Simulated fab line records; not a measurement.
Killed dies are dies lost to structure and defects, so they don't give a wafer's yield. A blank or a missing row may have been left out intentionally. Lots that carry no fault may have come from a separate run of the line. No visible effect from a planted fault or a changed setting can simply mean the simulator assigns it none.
8D (eight disciplines) problem report, filled in by code -- flow sfq_line -- the parts of the form that need people (team, actions taken, sign-off) are left out

## 1. WHAT IS WRONG
SFQ_TRILAYER_I0_CMP_CMP_028, platen_rpm: mean 54.02 rpm on 2 wafers (1 lot); fault-free wafers 60.00 rpm, standard deviation 0.034. So: -99 or more standard deviations from the usual mean.
The step: polishes SiO2.
The first sign was on wafer L979.2 at day 15 06:40, on cmp-02. At this step, 39 wafers from 13 lots have a number in the record. By rule, "out" or "out of limits" means more than 4 standard deviations away from the usual mean. All remaining wafers that have a number are taken as sound.

## 2. WHAT IT IS AND WHAT IT IS NOT
question,is,is not
which readings at this step,platen_rpm,"edge_zone_pressure_frac, motor_current_A, slurry_filter_dp_kPa, slurry_flow_ml_min, time_to_endpoint_s"
which lots,L979,"L971, L973, L975, L976, L981, L987, L988, L989, L990, L991, L992, L993"
which wafers of those lots,"L979.2, L979.5",L979.6
read on which tools,cmp-02,cmp-01
when,from day 15 06:40,"up to then (12 sound wafers); but 25 sound wafers of L979, L981, L987, L988, L989, L990, L991, L992, L993 came after"

## 3. SUSPECTS, AND WHAT RULES EACH OUT
Counting: a tool at a process step up to the reading stays a suspect if it ran every lot that is out. Sound lots after the first of them don't rule it out here, since some wafers of a struck lot are sound.
- cmp-02 at SFQ_TRILAYER_I0_CMP_CMP_028 (polishes SiO2): kept. It processed L979, the lot that is out, at day 15 06:40, and its most recent sound lot before then was L976 at day 14 06:40. Its own platen_rpm readings are out on those wafers.
- The sound lot-mates ran in chamber 1 of cmp-02 at SFQ_TRILAYER_I0_CMP_CMP_028, but the wafers that are out ran in chamber 0.
Left after counting: cmp-02 at SFQ_TRILAYER_I0_CMP_CMP_028.

## 4. THE CAUSE (what the simulator had put in)
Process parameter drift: cmp-02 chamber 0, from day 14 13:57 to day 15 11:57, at SFQ_TRILAYER_I0_CMP_CMP_028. From 60, the setting platen_rpm moved by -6. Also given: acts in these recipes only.
The count eliminated every tool but this one.

## 5. THE EFFECT CHAIN, in route order
One row per reading whose mean, taken over the struck wafers that have a number, lies over 3 standard deviations from the usual. Only readings for which the record gives a usual standard deviation are gone through. hours: the time from each lot's start at the first step in this table that gives one to its start at this step, as a median over the lots. sigmas: the change in usual standard deviations.
hours,step,reading,usual,on struck wafers,change,sigmas
0,SFQ_TRILAYER_I0_CMP_CMP_028,platen_rpm,60.00 rpm,54.02,-5.98,-99 or more
It contains these process steps:
- SFQ_TRILAYER_I0_CMP_CMP_028: polishes SiO2.

## 6. WHAT WOULD HAVE CAUGHT IT SOONER
17 hours passed between the start of the fault at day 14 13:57 and the first reading out of limits in this record, taken at day 15 06:40.
